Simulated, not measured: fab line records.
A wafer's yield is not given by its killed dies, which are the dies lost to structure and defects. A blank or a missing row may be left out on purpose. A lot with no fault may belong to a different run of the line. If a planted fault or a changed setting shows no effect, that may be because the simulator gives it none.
fab line records	flow gf180mcu
record lots=13	wafers=39	last-day=34
route steps=602 shown NSD@239 M1@330 V2@387 M4@472
lots with no fault: from the same line, run without faults
start-h: hours from the record's first day to the start of the lot's first wafer shown	wait-h: hours since the lot's step before	" identical to the entry in the row above	L1.1+2: several wafers, shown together as one row	- no value present, or no start provided	* or withheld: withheld	< > ~ a bound
route shown NAME@n: names a module that has steps shown in the file, with the first one's number in the route	usual: mean/standard deviation of fault-free wafers	same: alike in all rows	chamber/n: place in a boat	sites: the reading at each site	_std_site: their standard deviation	_edge_site: mean of outer sites minus mean of inner sites	radius-mm: for every site, how far away it sits from the centre of the wafer	mask NAME#n: copy n	behind: the last tool/chamber to shape the wafer	hold: what put the lot on hold/how long, in hours/how the hold closed	device: the transistor (n, p or np) that didn't switch	end of line: the same wafers' tests at the end of the route	a step with no rows: only its recipe	killed: count of dies lost to structure and defects at first sort (not the wafer's yield)	map: dies across one wafer; x = killed, . = not, _ = none there
set.NAME: the run value of the setting; set.NAME@STEP: its run value at that earlier step	model.NAME: the simulator's own value behind a step, which no gauge read
route steps across a sampled set of lots; one table per step, one row per wafer
services: when a tool's chamber went out of use (start-h, in hours from the record's first day, below 0 if earlier), for how many hours, and the reason
## steps
# step GF_NSD_EXPOSE_04
# recipe mask-id=Nplus	target-cd-nm=400	na=0.6	source-shape=conventional	sigma-outer=0.6	dose-mj=140
# usual exposure-dose-mJ-cm2=139.95/0.15
lot.wafer	tool	chamber	start-h	wait-h	mask	exposure-dose-mJ-cm2
L906.1	iline-stepper-02	0	317.97	-	Nplus#0	139.86
L906.3	"	0	"	"	Nplus#0	139.71
L906.4	"	0	"	"	Nplus#0	139.70
L907.1	iline-stepper-01	0	326.50	-	Nplus#0	139.92
L907.3	"	0	"	"	Nplus#0	139.81
L907.6	"	0	"	"	Nplus#0	139.78
L908.1	iline-stepper-02	0	347.89	-	Nplus#0	139.71
L908.3	"	0	"	"	Nplus#0	139.86
L908.6	"	0	"	"	Nplus#0	139.90
L910.1	iline-stepper-01	0	352.20	-	Nplus#0	139.63
L910.3	"	0	"	"	Nplus#0	140.08
L910.4	"	0	"	"	Nplus#0	139.91
L911.4	iline-stepper-02	0	352.50	-	Nplus#0	140.00
L911.5	"	0	"	"	Nplus#0	140.00
L911.6	"	0	"	"	Nplus#0	140.08
L913.3	iline-stepper-01	0	374.32	-	Nplus#0	140.08
L913.4	"	0	"	"	Nplus#0	139.84
L913.6	"	0	"	"	Nplus#0	139.99
L914.2	iline-stepper-02	0	379.07	-	Nplus#0	140.15
L914.5	"	0	"	"	Nplus#0	139.90
L914.6	"	0	"	"	Nplus#0	140.05
L917.3	iline-stepper-02	0	407.42	-	Nplus#0	139.88
L917.4	"	0	"	"	Nplus#0	140.05
L917.6	"	0	"	"	Nplus#0	139.86
L918.1	iline-stepper-02	0	413.04	-	Nplus#0	139.94
L918.5	"	0	"	"	Nplus#0	139.96
L918.6	"	0	"	"	Nplus#0	139.89
L919.1	iline-stepper-02	0	423.94	-	Nplus#0	132.45
L919.3	"	0	"	"	Nplus#0	132.56
L919.4	"	0	"	"	Nplus#0	132.48
L920.1	iline-stepper-02	0	431.02	-	Nplus#0	132.31
L920.2	"	0	"	"	Nplus#0	132.35
L920.4	"	0	"	"	Nplus#0	132.27
L922.3	iline-stepper-01	0	452.67	-	Nplus#0	140.15
L922.4	"	0	"	"	Nplus#0	140.19
L922.6	"	0	"	"	Nplus#0	140.12
L923.1	iline-stepper-02	0	461.26	-	Nplus#0	134.81
L923.3	"	0	"	"	Nplus#0	135.08
L923.6	"	0	"	"	Nplus#0	134.93
# step GF_NSD_CD_MEAS_07
# recipe target-cd-nm=400
# usual cd-nm=399.7/2.3
lot.wafer	tool	chamber	start-h	wait-h	cd-nm
L906.1	cd-sem-01	-	328.24	0.1	397.0
L906.3	"	-	"	"	398.0
L906.4	"	-	"	"	396.9
L907.1	cd-sem-02	-	336.49	0.1	400.9
L907.3	"	-	"	"	401.0
L907.6	"	-	"	"	401.2
L908.1	cd-sem-02	-	358.27	0.1	400.8
L908.3	"	-	"	"	399.8
L908.6	"	-	"	"	398.1
L910.1	cd-sem-01	-	362.47	0.1	404.0
L910.3	"	-	"	"	404.3
L910.4	"	-	"	"	401.5
L911.4	cd-sem-02	-	363.04	0.1	401.3
L911.5	"	-	"	"	402.9
L911.6	"	-	"	"	400.6
L913.3	cd-sem-02	-	385.56	0.1	400.4
L913.4	"	-	"	"	397.3
L913.6	"	-	"	"	396.8
L914.2	cd-sem-01	-	389.39	0.1	396.5
L914.5	"	-	"	"	396.0
L914.6	"	-	"	"	396.1
L917.3	cd-sem-02	-	419.33	0.1	399.1
L917.4	"	-	"	"	398.8
L917.6	"	-	"	"	398.4
L918.1	cd-sem-02	-	425.43	0.1	399.5
L918.5	"	-	"	"	403.5
L918.6	"	-	"	"	399.4
L919.1	cd-sem-02	-	436.17	0.1	381.4
L919.3	"	-	"	"	379.4
L919.4	"	-	"	"	383.1
L920.1	cd-sem-02	-	443.02	0.1	384.9
L920.2	"	-	"	"	385.2
L920.4	"	-	"	"	384.7
L922.3	cd-sem-02	-	464.51	0.1	398.2
L922.4	"	-	"	"	397.6
L922.6	"	-	"	"	400.0
L923.1	cd-sem-02	-	472.72	0.1	388.5
L923.3	"	-	"	"	387.3
L923.6	"	-	"	"	389.3
# step GF_M1_OVL_MEAS_15
# usual M1_OVL=2/4.9
lot.wafer	tool	chamber	start-h	wait-h	M1_OVL[nm]
L906.1	overlay-01	-	422.76	0.1	-5
L906.3	"	-	"	"	0
L906.4	"	-	"	"	-1
L907.1	overlay-01	-	432.85	0.1	8
L907.3	"	-	"	"	9
L907.6	"	-	"	"	5
L908.1	overlay-02	-	457.61	0.1	-3
L908.3	"	-	"	"	-7
L908.6	"	-	"	"	-3
L910.1	overlay-02	-	461.66	0.1	4
L910.3	"	-	"	"	4
L910.4	"	-	"	"	1
L911.4	overlay-02	-	462.61	0.1	-3
L911.5	"	-	"	"	11
L911.6	"	-	"	"	2
L913.3	overlay-01	-	486.80	0.1	-1
L913.4	"	-	"	"	3
L913.6	"	-	"	"	-4
L914.2	overlay-01	-	490.01	0.1	2
L914.5	"	-	"	"	-1
L914.6	"	-	"	"	0
L917.3	overlay-02	-	520.85	0.1	9
L917.4	"	-	"	"	6
L917.6	"	-	"	"	5
L918.1	overlay-02	-	525.06	0.1	1
L918.5	"	-	"	"	-3
L918.6	"	-	"	"	-1
L919.1	overlay-01	-	536.19	0.1	6
L919.3	"	-	"	"	-1
L919.4	"	-	"	"	3
L920.1	overlay-02	-	542.21	0.1	9
L920.2	"	-	"	"	-5
L920.4	"	-	"	"	5
L922.3	overlay-02	-	561.18	0.1	1
L922.4	"	-	"	"	-3
L922.6	"	-	"	"	-4
L923.1	overlay-01	-	569.75	0.1	6
L923.3	"	-	"	"	11
L923.6	"	-	"	"	5
# step GF_V2_BOW_MEAS_05
# recipe mode=bow
# usual V2_BOW=96/8
lot.wafer	tool	chamber	start-h	wait-h	V2_BOW[um]
L906.1	film-metro-03	-	476.26	0.1	107
L906.3	"	-	"	"	98
L906.4	"	-	"	"	105
L907.1	film-metro-03	-	485.92	0.2	100
L907.3	"	-	"	"	106
L907.6	"	-	"	"	108
L908.1	film-metro-03	-	510.56	0.2	109
L908.3	"	-	"	"	107
L908.6	"	-	"	"	110
L910.1	film-metro-03	-	514.87	0.1	91
L910.3	"	-	"	"	101
L910.4	"	-	"	"	94
L911.4	film-metro-03	-	515.05	0.3	118
L911.5	"	-	"	"	98
L911.6	"	-	"	"	103
L913.3	film-metro-03	-	537.86	0.2	91
L913.4	"	-	"	"	98
L913.6	"	-	"	"	94
L914.2	film-metro-03	-	540.56	0.2	102
L914.5	"	-	"	"	81
L914.6	"	-	"	"	102
L917.3	film-metro-03	-	569.69	0.3	93
L917.4	"	-	"	"	88
L917.6	"	-	"	"	93
L918.1	film-metro-04	-	574.34	0.1	98
L918.5	"	-	"	"	107
L918.6	"	-	"	"	105
L919.1	film-metro-03	-	598.01	0.2	103
L919.3	"	-	"	"	109
L919.4	"	-	"	"	88
L920.1	film-metro-01	-	600.63	0.2	92
L920.2	"	-	"	"	98
L920.4	"	-	"	"	98
L922.3	film-metro-04	-	615.25	0.2	92
L922.4	"	-	"	"	107
L922.6	"	-	"	"	100
L923.1	film-metro-01	-	622.17	0.2	102
L923.3	"	-	"	"	96
L923.6	"	-	"	"	102
# step GF_M4_METAL_ETCH_16
# recipe chemistry=Cl2/BCl3	mask-material=KrF	target-depth-nm=750.8	stop-on=SiO2	pressure-mtorr=8	icp-w=800	bias-w=140	Cl2_flow_sccm=80	bcl3-flow-sccm=40	time-s=125.1
# usual bias-w=140.0/0.41	chamber-pressure-mTorr=8.000/0.0084	drypump-motor-current-A=5.8/0.51	oes-product-au=0.989/0.0061	rf-fwd-power-W=795.5/2.6	throttle-valve-pct=28.231/0.01
lot.wafer	tool	chamber	start-h	wait-h	bias-w	chamber-pressure-mTorr	drypump-motor-current-A	oes-product-au	rf-fwd-power-W	rf-hours-counter-h	throttle-valve-pct
L906.1	rie-metal-02	0	572.73	0.0	140.8	8.002	6.2	0.986	793.1	0	28.241
L906.3	"	0	"	"	140.4	8.021	6.2	0.988	796.6	-	28.222
L906.4	"	1	"	"	140.7	8.011	5.0	0.985	795.4	-	28.250
L907.1	rie-metal-03	1	597.81	0.0	139.3	8.011	5.9	0.982	793.0	10	28.253
L907.3	"	0	"	"	139.9	7.988	5.9	0.994	795.7	-	28.231
L907.6	"	0	"	"	139.8	8.013	6.0	0.996	793.2	-	28.221
L908.1	rie-metal-03	0	610.49	0.0	141.0	7.998	6.0	0.995	795.8	12	28.241
L908.3	"	1	"	"	140.4	7.996	5.9	1.000	798.2	-	28.224
L908.6	"	1	"	"	139.9	8.003	5.9	0.993	799.6	-	28.215
L910.1	rie-metal-03	1	615.14	0.0	139.7	8.002	5.9	0.994	793.7	11	28.219
L910.3	"	1	"	"	140.0	8.004	5.9	0.987	793.0	-	28.237
L910.4	"	0	"	"	139.4	8.019	6.0	0.996	798.9	-	28.235
L911.4	rie-metal-02	1	616.13	0.1	139.9	7.998	5.0	0.980	800.9	-	28.233
L911.5	"	0	"	"	139.5	8.007	6.2	0.995	798.2	-	28.238
L911.6	"	1	"	"	140.4	8.010	5.0	0.978	794.6	-	28.238
L913.3	rie-metal-03	1	634.38	0.1	139.8	8.013	5.9	0.989	798.1	-	28.230
L913.4	"	1	"	"	140.6	8.000	5.9	0.995	794.0	-	28.215
L913.6	"	1	"	"	139.8	8.015	5.9	0.994	798.8	-	28.238
L914.2	rie-metal-02	0	639.31	0.0	140.0	8.003	6.2	0.995	794.0	2	28.235
L914.5	"	0	"	"	139.6	8.010	6.2	0.985	801.1	-	28.251
L914.6	"	1	"	"	140.1	8.011	5.0	0.977	794.4	-	28.238
L917.3	rie-metal-03	0	663.68	0.1	139.6	7.987	6.0	1.001	794.4	-	28.219
L917.4	"	1	"	"	139.9	7.987	5.9	0.990	798.0	-	28.221
L917.6	"	1	"	"	139.2	7.987	5.9	0.989	797.8	-	28.217
L918.1	rie-metal-01	0	665.54	0.0	140.2	7.993	6.6	0.997	795.3	6	28.225
L918.5	"	0	"	"	139.7	8.007	6.6	0.983	795.7	-	28.235
L918.6	"	0	"	"	139.6	7.998	6.6	0.989	798.9	-	28.229
L919.1	rie-metal-01	1	676.58	0.0	139.7	8.006	5.4	0.977	795.4	0	28.232
L919.3	"	0	"	"	140.4	8.011	6.6	0.977	797.1	-	28.260
L919.4	"	1	"	"	139.3	8.005	5.4	0.974	796.2	-	28.242
L920.1	rie-metal-02	1	681.79	0.0	139.7	8.007	5.0	0.989	795.4	1	28.237
L920.2	"	0	"	"	139.7	8.014	6.2	0.991	796.3	5	28.212
L920.4	"	0	"	"	139.7	8.002	6.2	0.992	791.2	-	28.228
L922.3	rie-metal-02	1	697.76	0.1	141.1	7.997	5.0	0.991	796.1	-	28.217
L922.4	"	0	"	"	139.9	8.006	6.2	0.985	793.0	-	28.227
L922.6	"	1	"	"	140.0	8.006	5.0	0.983	795.2	-	28.238
L923.1	rie-metal-03	0	704.91	0.0	140.6	8.014	6.0	0.988	794.7	2	28.232
L923.3	"	0	"	"	139.8	8.005	6.0	0.990	796.2	-	28.215
L923.6	"	0	"	"	140.2	7.994	5.9	0.994	789.8	-	28.235
## services
tool	chamber	start-h	hours	kind
rie-metal-01	1	316.28	4.0	repair
rie-metal-02	0	319.53	2.1	repair
iline-stepper-02	-	361.95	1.7	pm
iline-stepper-01	-	395.62	15.1	repair
rie-metal-02	-	410.34	0.5	repair
iline-stepper-01	-	410.70	8.9	pm
iline-stepper-01	-	419.59	4.4	pm
iline-stepper-01	-	425.44	1.7	pm
rie-metal-01	1	445.29	3.3	repair
iline-stepper-02	-	466.09	5.4	repair
rie-metal-03	1	472.82	1.9	repair
iline-stepper-01	-	481.75	6.8	repair
iline-stepper-02	0	491.46	-	calibration
rie-metal-02	0	533.79	-	clean
iline-stepper-02	-	580.13	1.7	pm
iline-stepper-01	-	593.40	2.2	repair
rie-metal-03	0	633.65	-	clean
rie-metal-03	0	633.65	17.6	scheduled-down
rie-metal-03	0	633.65	17.6	vent-cycle
iline-stepper-01	-	643.62	1.7	pm
rie-metal-01	-	651.25	0.4	repair
rie-metal-03	1	696.13	-	clean
rie-metal-03	1	696.13	17.5	scheduled-down
rie-metal-03	1	696.13	17.5	vent-cycle
## key
first-sign step=GF_NSD_EXPOSE_04	reading=exposure-dose-mJ-cm2	direction=down	sigmas=44	usual=139.95	struck=133.25
effect step=GF_NSD_CD_MEAS_07	reading=cd-nm	direction=down	sigmas=6.3	usual=399.7	struck=384.8	through=control-loop
met-at GF_NSD_EXPOSE_04
struck-lots L919,L920,L923
tester-left-out L919,L920,L923
loop-trim step=GF_NSD_EXPOSE_04	setting=dose	lots=L923
not-acting-at GF_M1_OVL_MEAS_15,GF_V2_BOW_MEAS_05,GF_M4_METAL_ETCH_16
onset-between 413.04 423.94
fault kind=process-parameter-drift	tool=iline-stepper-02	chamber=-	onset-h=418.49	steps=GF_NSD_EXPOSE_04	channel=dose-mj	offset=-7.5908	shape=step	acts-in=these-recipes-only	stated=140
# tester-left-out: of these lots the tester's yield and bins aren't shown, on N5 and GAA mostly nor the transistor test; their killed dies are dies lost to structure and defects alone, not to doping, threshold or leakage, so they don't give the yield
# loop-trim: a control loop set the setting to another value than it would have without faults
